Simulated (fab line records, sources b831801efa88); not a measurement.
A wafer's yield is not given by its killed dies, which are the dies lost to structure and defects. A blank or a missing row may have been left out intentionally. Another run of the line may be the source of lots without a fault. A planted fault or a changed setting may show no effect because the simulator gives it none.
fab line records	flow sky130
[record] lots = 9	wafers = 27	last-day = 50
route steps=708 shown METAL2@502 VIA2@510 CAPM@551 VIA3@587 PAD_OPEN@708
lots untouched by any fault: they come from a run of this same line in which no faults occurred
start-h: hours from the record's first day to the start of the lot's first wafer shown	wait-h: hours elapsed since this lot's preceding step	" as in the row above	L1.1+2: one row covering several wafers at once	- no value, or no start was given	* or withheld: withheld	< > ~ a bound
route shown NAME@n: a module of which the file shows steps, and the number in the route of the first	usual: mean/standard deviation of fault-free wafers	same: alike in all rows	chamber/n: place in a boat	sites: readings site by site	_std_site: the values' standard deviation	_edge_site: the outer-site mean with the inner-site mean subtracted	radius-mm: for every site, how far away it sits from the centre of the wafer	mask NAME#n: copy n	behind: the tool/chamber that last shaped the wafer	hold: the reason the lot was held/the length of the hold in hours/how it ended	device: transistor that didn't switch, given as n, p or np	end of line: the route-end tests of the same wafers	for a step that has no rows: nothing shown but its recipe	killed: not the wafer's yield, but the dies lost to structure and defects at the first sort	map: a wafer's dies, x killed, . not, _ none there
set.NAME: the run value of the setting; set.NAME@STEP: its run value at that earlier step	model.NAME: the simulator's own value behind a step, which no gauge read
route steps across a sampled set of lots; one table per step, one row per wafer
services: the hour from which a tool's chamber was out of use, counted from the record's first day as start-h (under 0 if before that day), plus the number of hours and why
[[steps]]
[step SKY_METAL2_METAL_ETCH_19]
[recipe] target-depth-a = 3600	stop-on = SiO2	over-etch-frac = 0.3	time-s = 78	chemistry = Cl2/BCl3	resist-sidewall-deg = 88	pressure-mtorr = 10	icp-w = 900	bias-w = 48.5	Cl2_flow_sccm = 60	bcl3-flow-sccm = 30
[usual] bcl3-flow-sccm = 30.00/0.09	bias-w = 48.49/0.15	drypump-motor-current-A = 5.73/0.28	mfc-cl2-sccm = 59.99/0.18	oes-product-au = 0.853/0.0053	rf-fwd-power-W = 894/3.2	throttle-valve-pct = 22.265/0.0091
lot.wafer	tool	chamber	start-h	wait-h	bcl3-flow-sccm	bias-w	drypump-motor-current-A	mfc-cl2-sccm	oes-product-au	rf-fwd-power-W	rf-hours-counter-h	throttle-valve-pct
L148.1	rie-metal-02	1	861.07	0.0	30.08	48.30	5.82	60.10	0.856	891	9	22.271
L148.3	"	1	"	"	30.07	48.47	5.82	60.03	0.854	892	-	22.279
L148.5	"	1	"	"	30.16	48.38	5.84	60.07	0.851	892	-	22.258
L149.2	rie-metal-01	1	873.80	0.0	30.09	48.30	5.46	59.86	0.853	892	9	22.268
L149.3	"	0	"	"	30.06	48.30	5.72	60.02	0.859	897	-	22.274
L149.6	"	0	"	"	29.96	48.39	5.70	59.98	0.852	898	-	22.282
L154.2	rie-metal-02	1	912.18	0.0	29.92	48.57	5.84	60.17	0.848	892	12	22.263
L154.4	"	0	"	"	30.07	48.62	5.46	60.00	0.858	893	-	22.270
L154.5	"	0	"	"	30.01	48.24	5.43	59.91	0.851	897	-	22.274
L155.1	rie-metal-01	0	916.65	0.0	29.89	48.56	5.69	59.83	0.850	899	16	22.256
L155.2	"	1	"	"	30.06	48.47	5.47	59.77	0.852	895	11	22.275
L155.6	"	1	"	"	30.15	48.38	5.46	59.63	0.853	892	-	22.281
L156.1	rie-metal-01	1	925.87	0.0	30.02	48.58	5.46	60.35	0.860	894	12	22.269
L156.5	"	1	"	"	29.85	48.65	5.45	60.15	0.846	897	-	22.250
L156.6	"	0	"	"	30.12	48.71	5.70	59.93	0.856	902	-	22.267
L159.1	rie-metal-01	1	948.20	0.0	29.97	48.61	5.45	59.70	0.840	891	13	22.275
L159.5	"	0	"	"	30.04	48.59	5.70	60.09	0.857	899	-	22.254
L159.6	"	1	"	"	30.06	48.60	5.44	59.96	0.855	892	-	22.256
L163.2	rie-metal-01	0	969.73	0.0	30.08	48.57	5.69	59.89	0.855	899	20	22.260
L163.5	"	1	"	"	29.94	48.51	5.46	59.87	0.851	894	-	22.281
L163.6	"	0	"	"	30.00	48.50	5.71	59.72	0.859	899	-	22.284
L164.1	rie-metal-01	0	978.80	0.0	30.21	48.34	5.69	60.19	0.847	895	20	22.268
L164.2	"	1	"	"	29.89	48.62	5.45	60.02	0.860	894	15	22.264
L164.5	"	1	"	"	29.98	48.48	5.46	60.01	0.849	894	-	22.258
L165.2	rie-metal-03	1	985.78	0.1	30.06	48.40	5.83	60.04	0.854	894	-	22.258
L165.3	"	1	"	"	30.12	48.47	5.83	60.06	0.854	897	-	22.276
L165.6	"	1	"	"	29.92	48.57	5.82	59.84	0.845	897	-	22.252
[step SKY_VIA2_BOW_MEAS_03]
[recipe] mode = bow
[usual] VIA2_BOW = 85/7.6
lot.wafer	tool	chamber	start-h	wait-h	VIA2_BOW[um]
L148.1	film-metro-03	-	862.24	0.2	78
L148.3	"	-	"	"	76
L148.5	"	-	"	"	81
L149.2	film-metro-03	-	875.02	0.2	83
L149.3	"	-	"	"	69
L149.6	"	-	"	"	77
L154.2	film-metro-03	-	913.36	0.2	82
L154.4	"	-	"	"	81
L154.5	"	-	"	"	83
L155.1	film-metro-02	-	917.82	0.1	87
L155.2	"	-	"	"	90
L155.6	"	-	"	"	96
L156.1	film-metro-03	-	927.03	0.1	77
L156.5	"	-	"	"	88
L156.6	"	-	"	"	77
L159.1	film-metro-02	-	949.38	0.2	98
L159.5	"	-	"	"	90
L159.6	"	-	"	"	100
L163.2	film-metro-02	-	971.00	0.1	84
L163.5	"	-	"	"	91
L163.6	"	-	"	"	96
L164.1	film-metro-02	-	979.98	0.2	86
L164.2	"	-	"	"	104
L164.5	"	-	"	"	85
L165.2	film-metro-02	-	987.03	0.2	79
L165.3	"	-	"	"	79
L165.6	"	-	"	"	79
[step SKY_CAPM_STRIP_14]
[recipe] chemistry = O2/N2	power-w = 1400	pressure-mtorr = 1500	platen-temp-c = withheld	o2-flow-sccm = 3000	n2-flow-sccm = 300	overash-fraction = 0.5
[usual] drypump-motor-current-A = 5.7/0.33	oes-product-au = 0.710/0.005	strip-time-to-endpoint-s = 12.66/0.047
lot.wafer	tool	chamber	start-h	wait-h	drypump-motor-current-A	oes-product-au	rf-hours-counter-h	strip-time-to-endpoint-s
L148.1	plasma-asher-04	0	914.47	0.1	5.7	0.710	17	12.67
L148.3	"	0	"	"	5.7	0.707	-	12.68
L148.5	"	0	"	"	5.7	0.711	-	12.67
L149.2	plasma-asher-04	1	926.39	0.1	6.1	0.713	19	12.59
L149.3	"	0	"	"	5.6	0.706	-	12.61
L149.6	"	1	"	"	6.1	0.710	-	12.60
L154.2	plasma-asher-04	1	964.53	0.1	6.1	0.710	23	12.66
L154.4	"	1	"	"	6.1	0.701	-	12.60
L154.5	"	0	"	"	5.7	0.708	-	12.61
L155.1	plasma-asher-03	1	968.22	0.1	5.3	0.712	79	12.74
L155.2	"	0	"	"	5.9	0.708	79	12.76
L155.6	"	0	"	"	5.9	0.719	-	12.71
L156.1	plasma-asher-04	1	977.88	0.1	6.2	0.713	25	12.67
L156.5	"	0	"	"	5.7	0.709	-	12.65
L156.6	"	1	"	"	6.2	0.706	-	12.67
L159.1	plasma-asher-02	1	999.03	0.1	5.4	0.718	55	12.66
L159.5	"	1	"	"	5.4	0.709	-	12.66
L159.6	"	0	"	"	5.3	0.699	-	12.65
L163.2	plasma-asher-04	1	1019.25	0.1	6.1	0.706	29	12.70
L163.5	"	1	"	"	6.1	0.715	-	12.70
L163.6	"	0	"	"	5.7	0.706	-	12.63
L164.1	plasma-asher-03	0	1027.77	0.1	5.9	0.706	84	12.59
L164.2	"	1	"	"	5.2	0.706	84	12.60
L164.5	"	1	"	"	5.3	0.712	-	12.60
L165.2	plasma-asher-04	0	1034.12	0.1	5.7	0.716	30	12.67
L165.3	"	0	"	"	5.7	0.716	-	12.62
L165.6	"	1	"	"	6.1	0.715	-	12.68
[step SKY_VIA3_ETCH_14]
[recipe] chemistry = N2/H2	target = BARC	ion-energy-ev = 200	source-w = 500	bias-w = 100	pressure-mtorr = 30	n2-flow-sccm = 100	h2-flow-sccm = 200	stop-on = SiO2	time-s = 45.9	target-depth-a = 600
[usual] bias-w = 100.0/0.33	chamber-pressure-mTorr = 30.001/0.029	drypump-motor-current-A = 5.8/0.44	oes-product-au = 0.855/0.0047	rf-fwd-power-W = 494.6/2.4	throttle-valve-pct = 13.224/0.0098
lot.wafer	tool	chamber	start-h	wait-h	bias-w	chamber-pressure-mTorr	drypump-motor-current-A	oes-product-au	rf-fwd-power-W	rf-hours-counter-h	throttle-valve-pct
L148.1	rie-diel-02	3	965.64	0.0	99.8	29.949	5.4	0.860	496.7	12	13.231
L148.3	"	0	"	"	99.6	29.983	5.7	0.858	497.0	7	13.243
L148.5	"	3	"	"	99.9	29.928	5.4	0.850	496.6	-	13.216
L149.2	rie-diel-01	1	977.03	0.0	99.7	30.000	6.2	0.856	491.5	28	13.225
L149.3	"	0	"	"	100.5	30.004	6.2	0.860	491.6	28	13.224
L149.6	"	0	"	"	99.9	30.002	6.2	0.855	491.0	-	13.223
L154.2	rie-diel-01	3	1013.58	0.0	-	-	-	-	-	-	-
L154.4	"	0	"	"	-	-	-	-	-	-	-
L154.5	"	1	"	"	-	-	-	-	-	-	-
L155.1	rie-diel-01	2	1017.18	0.0	-	-	-	-	-	-	-
L155.2	"	1	"	"	-	-	-	-	-	-	-
L155.6	"	3	"	"	-	-	-	-	-	-	-
L156.1	rie-diel-01	2	1026.52	0.0	-	-	-	-	-	-	-
L156.5	"	2	"	"	-	-	-	-	-	-	-
L156.6	"	1	"	"	-	-	-	-	-	-	-
L159.1	rie-diel-02	2	1047.06	0.0	99.8	30.031	5.4	0.850	492.1	20	13.224
L159.5	"	1	"	"	100.4	30.052	6.0	0.855	491.8	-	13.241
L159.6	"	0	"	"	100.0	30.057	5.7	0.859	499.7	-	13.223
L163.2	rie-diel-01	0	1065.98	0.0	100.4	29.980	6.2	0.860	491.3	2	13.232
L163.5	"	1	"	"	99.8	30.037	6.2	0.861	495.1	-	13.218
L163.6	"	2	"	"	99.7	30.019	4.8	0.855	497.6	-	13.229
L164.1	rie-diel-01	2	1075.62	0.0	100.4	29.997	4.8	0.859	497.4	26	13.203
L164.2	"	1	"	"	99.9	30.041	6.2	0.846	494.3	1	13.225
L164.5	"	0	"	"	100.2	30.018	6.2	0.854	490.5	-	13.225
L165.2	rie-diel-01	2	1080.26	0.0	99.5	30.009	4.8	0.857	494.6	26	13.232
L165.3	"	1	"	"	100.3	30.004	6.2	0.849	492.5	1	13.220
L165.6	"	1	"	"	100.8	29.976	6.2	0.863	493.8	-	13.209
[step SKY_VIA3_ETCH_15]
[recipe] target = SiO2	chemistry = C4F8/O2/Ar	target-depth-nm = 507	stop-on = TiN	mask-material = KrF-thick	source-w = 1500	bias-w = 1200	pressure-mtorr = 40	c4f8-flow-sccm = withheld	O2_flow_sccm = 6	Ar_flow_sccm = 300	time-s = 78
[usual] bias-w = 1200/3.3	chamber-pressure-mTorr = 40.00/0.053	oes-product-au = 0.946/0.0046	rf-fwd-power-W = 1489/5.4
lot.wafer	tool	chamber	start-h	wait-h	bias-w	chamber-pressure-mTorr	oes-product-au	rf-fwd-power-W	rf-hours-counter-h
L148.1	rie-diel-02	3	965.68	0.0	1201	40.00	0.943	1499	12
L148.3	"	0	"	"	1194	39.96	0.941	1492	7
L148.5	"	3	"	"	1203	40.02	0.949	1495	-
L149.2	rie-diel-01	1	977.07	0.0	1203	40.00	0.943	1480	28
L149.3	"	0	"	"	1201	40.01	0.954	1482	29
L149.6	"	0	"	"	1201	39.99	0.947	1484	-
L154.2	rie-diel-01	3	1013.62	0.0	1199	39.98	0.376	1484	17
L154.4	"	0	"	"	1196	40.00	0.379	1483	29
L154.5	"	1	"	"	1197	40.06	0.374	1486	-
L155.1	rie-diel-01	2	1017.22	0.0	1197	40.02	0.375	1490	23
L155.2	"	1	"	"	1200	40.04	0.377	1489	29
L155.6	"	3	"	"	1200	39.99	0.371	1486	-
L156.1	rie-diel-01	2	1026.56	0.0	1202	40.01	0.375	1498	23
L156.5	"	2	"	"	1197	39.99	0.375	1501	-
L156.6	"	1	"	"	1200	40.02	0.373	1488	-
L159.1	rie-diel-02	2	1047.10	0.0	1202	40.00	0.943	1486	20
L159.5	"	1	"	"	1189	39.96	0.948	1487	-
L159.6	"	0	"	"	1195	39.99	0.951	1491	-
L163.2	rie-diel-01	0	1066.02	0.0	1199	39.98	0.937	1481	2
L163.5	"	1	"	"	1202	40.00	0.943	1485	-
L163.6	"	2	"	"	1198	39.99	0.942	1497	-
L164.1	rie-diel-01	2	1075.66	0.0	1200	40.02	0.943	1492	26
L164.2	"	1	"	"	1200	40.04	0.954	1479	1
L164.5	"	0	"	"	1204	40.06	0.950	1479	-
L165.2	rie-diel-01	2	1080.30	0.0	1197	40.05	0.947	1498	26
L165.3	"	1	"	"	1201	40.00	0.946	1487	1
L165.6	"	1	"	"	1201	39.98	0.949	1483	-
[step SKY_VIA3_STRIP_16]
[recipe] chemistry = O2/N2	power-w = 1400	pressure-mtorr = 1500	platen-temp-c = withheld	o2-flow-sccm = 3000	n2-flow-sccm = 300	overash-fraction = 0.5
[usual] drypump-motor-current-A = 5.7/0.38	oes-product-au = 0.402/0.0049	strip-time-to-endpoint-s = 4.143/0.027
lot.wafer	tool	chamber	start-h	wait-h	drypump-motor-current-A	oes-product-au	rf-hours-counter-h	strip-time-to-endpoint-s
L148.1	plasma-asher-01	1	965.74	0.0	6.2	0.403	116	4.180
L148.3	"	0	"	"	5.4	0.398	-	4.102
L148.5	"	0	"	"	5.5	0.404	-	4.159
L149.2	plasma-asher-02	0	977.13	0.0	5.3	0.400	53	4.101
L149.3	"	1	"	"	5.4	0.404	-	4.097
L149.6	"	1	"	"	5.4	0.399	-	4.155
L154.2	plasma-asher-01	0	1013.68	0.0	5.4	0.420	121	4.621
L154.4	"	0	"	"	5.4	0.412	-	4.595
L154.5	"	0	"	"	5.4	0.423	-	4.597
L155.1	plasma-asher-01	1	1017.28	0.0	6.2	0.419	121	4.598
L155.2	"	0	"	"	5.4	0.412	121	4.576
L155.6	"	1	"	"	6.2	0.423	-	4.584
L156.1	plasma-asher-01	0	1026.62	0.0	5.5	0.420	122	4.624
L156.5	"	1	"	"	6.2	0.425	-	4.634
L156.6	"	0	"	"	5.4	0.417	-	4.570
L159.1	plasma-asher-01	0	1047.16	0.0	5.4	0.395	124	4.126
L159.5	"	0	"	"	5.4	0.397	-	4.137
L159.6	"	1	"	"	6.2	0.398	-	4.127
L163.2	plasma-asher-01	0	1066.08	0.0	5.4	0.407	0	4.164
L163.5	"	0	"	"	5.5	0.408	-	4.163
L163.6	"	1	"	"	6.2	0.400	-	4.153
L164.1	plasma-asher-02	0	1075.72	0.0	5.3	0.392	62	4.164
L164.2	"	1	"	"	5.4	0.397	62	4.161
L164.5	"	0	"	"	5.3	0.398	-	4.161
L165.2	plasma-asher-04	1	1080.36	0.0	6.1	0.401	35	4.161
L165.3	"	1	"	"	6.1	0.404	-	4.157
L165.6	"	1	"	"	6.1	0.399	-	4.135
[step SKY_PAD_OPEN_PROBE_99]
[usual] defect-limited-yield = 82.8/1.8	killed_at_M0_to_M3 = 43/6.3	killed_at_M4_up = 3.1/1.9	killed-at-contacts = 24/5.1	killed-at-front-end = 14/4.3	killed-at-other = 0.3/0.53	killed-dies = 85/8.8	killed-on-rim = 17/3.9	killed-open = 46/7.1	killed-short = 38/5.9	sort_bin_3_pad_short = 0.8/0.41	sort_bin_5_function = 10.4/1.5	sort_bin_6_memory = 6.1/1.1	sort-n-pass = 407/8.8	sort-yield-pct = 82.8/1.8
[same] gross-dies = 492	killed-at-back-side = 0	sort_bin_4_leakage[%] = 0	sort_bin_8_speed[%] = 0
lot.wafer	tool	chamber	start-h	wait-h	defect-limited-yield[%]	killed_at_M0_to_M3	killed_at_M4_up	killed-at-contacts	killed-at-front-end	killed-at-other	killed-dies	killed-on-rim	killed-open	killed-short	sort_bin_3_pad_short[%]	sort_bin_5_function[%]	sort_bin_6_memory[%]	sort-n-pass	sort-yield-pct[%]
L148.1	prober-01	-	1108.44	0.1	87.2	32	2	18	10	1	63	13	40	23	0.4	7.5	4.9	429	87.2
L148.3	prober-01	-	1108.54	0.2	84.6	38	1	26	11	0	76	13	47	29	0.8	9.6	5.1	416	84.6
L148.5	prober-01	-	1108.64	0.2	84.3	41	1	19	16	0	77	13	38	39	1.2	8.7	5.7	415	84.3
L149.2	prober-02	-	1118.52	0.1	83.3	43	4	26	9	0	82	14	47	35	1.6	10.6	4.5	410	83.3
L149.3	prober-02	-	1118.57	0.2	79.7	49	4	33	14	0	100	22	60	40	1.0	12.4	6.9	392	79.7
L149.6	prober-02	-	1118.72	0.2	82.1	55	3	14	16	0	88	19	50	38	1.0	10.4	6.5	404	82.1
L154.2	prober-01	-	1145.50	0.1	0	453	2	18	19	0	492	96	45	40	0.4	92.9	6.7	0	0
L154.4	prober-01	-	1145.60	0.2	0	456	4	21	11	0	492	96	41	36	0.2	94.5	5.3	0	0
L154.5	prober-01	-	1145.65	0.2	0	443	1	27	20	1	492	96	41	50	1.4	93.3	5.3	0	0
L155.1	prober-02	-	1148.38	0.1	0	456	1	24	11	0	492	96	45	38	0.6	93.5	5.9	0	0
L155.2	prober-02	-	1148.43	0.1	0	456	1	27	8	0	492	96	30	47	0.6	94.3	5.1	0	0
L155.6	prober-02	-	1148.63	0.2	0	446	5	22	19	0	492	96	55	27	0.4	94.1	5.5	0	0
L156.1	prober-01	-	1157.00	0.1	0	449	1	25	17	0	492	96	44	39	0.8	93.9	5.3	0	0
L156.5	prober-01	-	1157.20	0.2	0	447	2	30	12	1	492	96	45	33	1.0	95.5	3.5	0	0
L156.6	prober-01	-	1157.25	0.2	0	449	4	23	16	0	492	96	40	41	1.4	94.3	4.3	0	0
L159.1	prober-02	-	1172.55	0.1	83.7	41	1	21	16	1	80	16	46	33	0.6	9.3	6.3	412	83.7
L159.5	prober-02	-	1172.75	0.2	83.9	39	1	26	12	1	79	20	35	43	0.4	11.8	3.9	413	83.9
L159.6	prober-02	-	1172.80	0.2	83.5	41	3	19	17	1	81	14	35	46	0.8	10.8	4.9	411	83.5
L163.2	prober-02	-	1187.95	0.1	85.0	37	3	28	5	1	74	18	39	34	0.4	8.7	5.9	418	85.0
L163.5	prober-02	-	1188.10	0.2	80.3	45	1	32	18	1	97	13	47	50	1.0	10.2	8.5	395	80.3
L163.6	prober-02	-	1188.15	0.2	81.7	43	1	38	8	0	90	23	46	43	0.6	10.4	7.3	402	81.7
L164.1	prober-02	-	1192.93	0.1	78.7	57	2	27	18	1	105	22	49	56	0.8	12.4	8.1	387	78.7
L164.2	prober-02	-	1192.98	0.1	79.9	56	1	27	15	0	99	24	58	41	1.2	13.0	5.9	393	79.9
L164.5	prober-02	-	1193.13	0.2	85.4	32	2	22	16	0	72	10	43	29	0.4	9.6	4.7	420	85.4
L165.2	prober-01	-	1198.67	0.1	83.1	50	2	21	10	0	83	18	49	34	0.8	11.8	4.3	409	83.1
L165.3	prober-01	-	1198.72	0.2	83.7	39	2	22	17	0	80	16	46	34	0.6	10.4	5.3	412	83.7
L165.6	prober-01	-	1198.87	0.2	81.5	46	4	24	17	0	91	24	51	40	1.0	11.0	6.5	401	81.5
// killed by level:class
L148.1 LI_CONTACT:geometric-particle:open=10 VIA1:geometric-particle:open=8 VIA3:geometric-particle:open=5 FIELD_ISO:geometric-particle:open=4 VIA2:geometric-particle:open=4 CONTACT:geometric-particle:open=4 METAL2:geometric-particle:short=4 FIELD_ISO:geometric-particle:short=3
L148.3 VIA1:geometric-particle:open=13 LI_CONTACT:geometric-particle:open=7 CONTACT:geometric-particle:open=7 VIA3:geometric-particle:open=6 LI_CONTACT:geometric-particle:short=5 CONTACT:geometric-particle:short=5 FIELD_ISO:geometric-particle:open=4 POLY_GATE:geometric-particle:open=4
L148.5 METAL2:geometric-particle:short=9 LI_CONTACT:geometric-particle:open=7 METAL3:geometric-particle:short=6 CONTACT:geometric-particle:open=6 VIA1:geometric-particle:open=6 METAL1:geometric-particle:short=5 VIA3:geometric-particle:open=5 FIELD_ISO:geometric-particle:short=4
L149.2 CONTACT:geometric-particle:short=8 VIA1:geometric-particle:open=7 VIA2:geometric-particle:open=7 VIA3:geometric-particle:open=7 LI_CONTACT:geometric-particle:open=6 CONTACT:geometric-particle:open=6 LOCAL_INTERCONNECT:geometric-particle:short=5 VIA1:geometric-particle:short=5
L149.3 CONTACT:geometric-particle:open=12 VIA1:geometric-particle:open=11 VIA2:geometric-particle:open=10 LI_CONTACT:geometric-particle:open=8 VIA1:geometric-particle:short=7 LOCAL_INTERCONNECT:geometric-particle:short=6 METAL2:geometric-particle:short=6 VIA3:geometric-particle:open=4
L149.6 VIA1:geometric-particle:open=19 VIA1:geometric-particle:short=8 METAL1:geometric-particle:short=8 METAL2:geometric-particle:short=7 FIELD_ISO:geometric-particle:open=6 VIA2:geometric-particle:open=6 LI_CONTACT:geometric-particle:open=5 CONTACT:geometric-particle:open=4
L154.2 VIA3:area-etch=407 VIA1:geometric-particle:open=10 FIELD_ISO:geometric-particle:short=8 METAL1:geometric-particle:short=8 CONTACT:geometric-particle:open=8 LI_CONTACT:geometric-particle:open=7 VIA2:geometric-particle:open=7 METAL2:geometric-particle:short=6
L154.4 VIA3:area-etch=415 VIA1:geometric-particle:open=12 CONTACT:geometric-particle:open=8 METAL1:geometric-particle:short=7 LI_CONTACT:geometric-particle:open=6 VIA3:geometric-particle:short=5 FIELD_ISO:geometric-particle:short=4 LOCAL_INTERCONNECT:geometric-particle:short=4
L154.5 VIA3:area-etch=401 LI_CONTACT:geometric-particle:open=9 CONTACT:geometric-particle:open=9 METAL1:geometric-particle:short=8 VIA1:geometric-particle:open=8 LOCAL_INTERCONNECT:geometric-particle:short=7 FIELD_ISO:geometric-particle:open=5 METAL3:geometric-particle:short=5
L155.1 VIA3:area-etch=408 CONTACT:geometric-particle:open=12 VIA1:geometric-particle:open=9 VIA1:geometric-particle:short=7 METAL1:geometric-particle:short=6 METAL2:geometric-particle:short=6 VIA2:geometric-particle:open=6 LI_CONTACT:geometric-particle:open=5
L155.2 VIA3:area-etch=414 LI_CONTACT:geometric-particle:open=8 METAL2:geometric-particle:short=8 CONTACT:geometric-particle:open=7 VIA1:geometric-particle:open=7 VIA1:geometric-particle:short=6 METAL1:geometric-particle:short=6 LI_CONTACT:geometric-particle:short=5
L155.6 VIA3:area-etch=410 VIA1:geometric-particle:open=12 CONTACT:geometric-particle:open=11 VIA2:geometric-particle:open=7 FIELD_ISO:geometric-particle:open=6 LI_CONTACT:geometric-particle:open=6 METAL2:geometric-particle:short=5 POLY_GATE:geometric-particle:short=4
L156.1 VIA3:area-etch=409 VIA1:geometric-particle:open=12 CONTACT:geometric-particle:short=9 FIELD_ISO:geometric-particle:open=7 CONTACT:geometric-particle:open=7 VIA2:geometric-particle:open=6 FIELD_ISO:geometric-particle:short=5 VIA3:geometric-particle:short=4
L156.5 VIA3:area-etch=414 LI_CONTACT:geometric-particle:open=12 CONTACT:geometric-particle:open=8 VIA1:geometric-particle:open=7 METAL2:geometric-particle:short=5 LOCAL_INTERCONNECT:geometric-particle:short=4 CONTACT:geometric-particle:short=4 METAL1:geometric-particle:short=4
L156.6 VIA3:area-etch=411 VIA3:geometric-particle:open=8 CONTACT:geometric-particle:open=5 LI_CONTACT:geometric-particle:open=5 VIA1:geometric-particle:short=5 METAL2:geometric-particle:short=5 VIA2:geometric-particle:open=5 POLY_GATE:geometric-particle:short=4
L159.1 VIA1:geometric-particle:open=10 LI_CONTACT:geometric-particle:open=7 CONTACT:geometric-particle:open=7 VIA3:geometric-particle:open=7 VIA2:geometric-particle:open=6 FIELD_ISO:geometric-particle:short=5 POLY_GATE:geometric-particle:short=4 LOCAL_INTERCONNECT:geometric-particle:short=4
L159.5 VIA1:geometric-particle:open=12 VIA3:geometric-particle:open=7 FIELD_ISO:geometric-particle:short=6 LI_CONTACT:geometric-particle:short=6 LI_CONTACT:geometric-particle:open=6 CONTACT:geometric-particle:short=5 LOCAL_INTERCONNECT:geometric-particle:short=5 METAL2:geometric-particle:short=5
L159.6 VIA1:geometric-particle:open=9 METAL2:geometric-particle:short=8 LI_CONTACT:geometric-particle:open=6 CONTACT:geometric-particle:short=6 METAL1:geometric-particle:short=5 VIA1:geometric-particle:short=5 FIELD_ISO:geometric-particle:short=4 POLY_GATE:geometric-particle:short=4
L163.2 CONTACT:geometric-particle:open=10 CONTACT:geometric-particle:short=9 VIA3:geometric-particle:open=7 VIA2:geometric-particle:open=6 LI_CONTACT:geometric-particle:open=5 VIA1:geometric-particle:short=5 VIA1:geometric-particle:open=5 METAL1:geometric-particle:short=3
L163.5 CONTACT:geometric-particle:open=11 VIA3:geometric-particle:open=8 VIA1:geometric-particle:open=8 CONTACT:geometric-particle:short=8 VIA1:geometric-particle:short=8 FIELD_ISO:geometric-particle:short=6 LI_CONTACT:geometric-particle:open=6 VIA2:geometric-particle:open=6
L163.6 CONTACT:geometric-particle:open=12 LI_CONTACT:geometric-particle:open=11 VIA1:geometric-particle:open=10 METAL2:geometric-particle:short=9 LOCAL_INTERCONNECT:geometric-particle:short=6 VIA2:geometric-particle:open=5 LI_CONTACT:geometric-particle:short=4 CONTACT:geometric-particle:short=4
L164.1 CONTACT:geometric-particle:open=10 VIA2:geometric-particle:open=10 VIA2:geometric-particle:short=9 METAL2:geometric-particle:short=8 VIA3:geometric-particle:open=7 VIA1:geometric-particle:open=7 VIA1:geometric-particle:short=7 LOCAL_INTERCONNECT:geometric-particle:short=6
L164.2 CONTACT:geometric-particle:open=14 VIA1:geometric-particle:open=14 METAL2:geometric-particle:short=11 METAL1:geometric-particle:short=8 LI_CONTACT:geometric-particle:open=8 VIA1:geometric-particle:short=6 POLY_GATE:geometric-particle:open=5 VIA2:geometric-particle:open=5
L164.5 CONTACT:geometric-particle:open=7 LI_CONTACT:geometric-particle:open=6 METAL1:geometric-particle:short=6 VIA1:geometric-particle:open=6 VIA3:geometric-particle:open=6 POLY_GATE:geometric-particle:open=5 FIELD_ISO:geometric-particle:short=4 LOCAL_INTERCONNECT:geometric-particle:short=4
L165.2 VIA2:geometric-particle:open=10 VIA3:geometric-particle:open=10 VIA1:geometric-particle:open=9 CONTACT:geometric-particle:open=9 VIA2:geometric-particle:short=6 LI_CONTACT:geometric-particle:short=4 METAL2:geometric-particle:short=4 FIELD_ISO:geometric-particle:open=3
L165.3 VIA1:geometric-particle:open=7 CONTACT:geometric-particle:open=7 VIA3:geometric-particle:open=7 VIA2:geometric-particle:open=7 LI_CONTACT:geometric-particle:open=5 METAL2:geometric-particle:short=5 CONTACT:geometric-particle:short=5 FIELD_ISO:geometric-particle:short=4
L165.6 VIA3:geometric-particle:open=13 LI_CONTACT:geometric-particle:open=7 CONTACT:geometric-particle:open=7 VIA2:geometric-particle:open=7 VIA1:geometric-particle:open=6 METAL1:geometric-particle:short=6 LOCAL_INTERCONNECT:geometric-particle:short=5 FIELD_ISO:geometric-particle:open=4
[[services]]
tool	chamber	start-h	hours	kind
rie-metal-01	-	850.31	1.0	repair
rie-metal-01	-	866.07	0.2	repair
plasma-asher-01	-	869.31	4.2	repair
plasma-asher-03	-	877.48	1.0	repair
plasma-asher-03	-	907.12	14.6	pm
rie-diel-02	1	907.24	4.4	repair
plasma-asher-01	-	917.81	11.4	repair
plasma-asher-03	-	922.11	4.3	repair
plasma-asher-02	-	931.53	2.7	repair
plasma-asher-02	-	935.02	3.1	repair
plasma-asher-03	-	950.70	0.7	repair
plasma-asher-04	-	953.76	2.8	pm
plasma-asher-01	-	961.07	1.9	repair
rie-diel-01	3	966.64	46.5	repair
rie-diel-01	-	993.07	14.6	pm
plasma-asher-02	-	994.19	0.8	repair
rie-diel-02	-	1001.26	2.8	pm
rie-metal-01	1	1014.26	18.6	repair
rie-diel-01	-	1027.35	0.9	repair
rie-metal-01	-	1034.88	1.8	repair
plasma-asher-01	-	1055.25	9.0	pm
rie-metal-02	-	1067.82	0.2	repair
plasma-asher-02	-	1070.13	3.1	repair
rie-diel-02	3	1078.38	1.7	repair
[[key]]
[first-sign] step = SKY_VIA3_ETCH_14	reading = tool-record	direction = missing
[effect] step = SKY_VIA3_ETCH_15	reading = oes-product-au	direction = down	sigmas = 99+	usual = 0.946	struck = 0.375
[effect] step = SKY_VIA3_STRIP_16	reading = strip-time-to-endpoint-s	direction = up	sigmas = 17	usual = *	struck = *
[effect] step = SKY_PAD_OPEN_PROBE_99	reading = killed_at_M0_to_M3	direction = up	sigmas = 64	usual = 43	struck = 451
[more-kills-born-at] SKY_VIA3_ETCH_14@rie-diel-01 = 3689
met-at SKY_VIA3_ETCH_14
struck-lots L154,L155,L156
later-rows-left-out L154.2,L154.4,L154.5,L155.1,L155.2,L155.6,L156.1,L156.5,L156.6
not-acting-at SKY_METAL2_METAL_ETCH_19,SKY_VIA2_BOW_MEAS_03,SKY_CAPM_STRIP_14
onset-between 977.03 1013.58
[fault] kind = skipped-step-whole	tool = rie-diel-01	chamber = -	onset-h = 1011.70	steps = SKY_VIA3_ETCH_14	scope = struck-lots-only
// later-rows-left-out: the simulator's readings of these wafers behind a module that went badly wrong aren't trusted and aren't shown, but for the sort
